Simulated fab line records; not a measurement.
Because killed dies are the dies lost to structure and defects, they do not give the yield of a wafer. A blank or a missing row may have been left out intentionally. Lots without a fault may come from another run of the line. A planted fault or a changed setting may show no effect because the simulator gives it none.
2 desks looking at one fault :: flow gf180mcu :: numbers are kept per desk, each desk with only its own; the story behind them comes last

== THE METROLOGY DESK ==
Lot by lot, what the gauges showed, no matter which tool ran the lot: averages of those sampled wafers that carry a number. The brackets show how far a lot's mean lies from the usual mean; more than 4 standard deviations puts the lot out of limits, marked OUT.
Columns: A = V5_OVL at GF_V5_OVL_MEAS_15, usual 2 nm; B = V5_W_RS at GF_V5_RS_MEAS_24, usual 0.325 ohm/sq; C = V5_W_THK at GF_V5_THK_MEAS_25, usual 350 nm
lot: L681
first seen here: day 27 06:07
A: 5
B: 0.321
C: 357

lot: L693
first seen here: day 31 03:17
A: -1
B: 0.326
C: 350

lot: L696
first seen here: day 31 19:08
A: 2
B: 0.328
C: 353

lot: L702
first seen here: day 33 03:46
A: 3
B: 0.324
C: 348

lot: L704
first seen here: day 33 15:01
A: 2
B: 0.329
C: 347
Finding of this desk: none of the 5 lots has anything out of limits.

== DESK OF THE TOOL OWNER: pvd sputter-01 ==
The tool's own readings at GF_TOP_METAL_SPUTTER_00 (material Ti, target thk 37.5 nm, time 150 s): means of the sampled wafers that have a number, for each lot that ran on this tool. The brackets show how far a lot's mean lies from the usual mean; more than 4 standard deviations puts the lot out of limits, marked OUT.
Columns: A = chamber pressure pa at GF_TOP_METAL_SPUTTER_00, usual 2.000 Pa; B = throttle valve pct at GF_TOP_METAL_SPUTTER_00, usual 30.1 %
lot: L693
first seen here: day 31 04:47
A: 1.948 (-13) OUT
B: 30.1

lot: L704
first seen here: day 33 16:25
A: 1.997
B: 29.7
This desk's finding: out of limits on L693; first on L693, day 31 04:47 (chamber pressure pa at GF_TOP_METAL_SPUTTER_00). In limits: L704.

== TAKEN TOGETHER ==
The tool owner's desk had the chance to raise an alarm at day 31 04:47 on L693.
The metrology desk saw nothing out of limits.
The metrology desk holds a record of L693, inside its limits.
The lots listed all ran GF_TOP_METAL_SPUTTER_00 on pvd sputter-01.

== WHAT THE SIMULATOR HAD PUT IN ==
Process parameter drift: pvd sputter-01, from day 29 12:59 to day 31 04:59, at GF_TOP_METAL_SPUTTER_00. The setting chamber pressure pa was moved by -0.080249, starting from 2. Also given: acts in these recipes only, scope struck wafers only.
Lots struck among those shown: L693.
Time in hours from fault onset to the first out-of-limits reading at each desk: the tool owner's desk, 40.
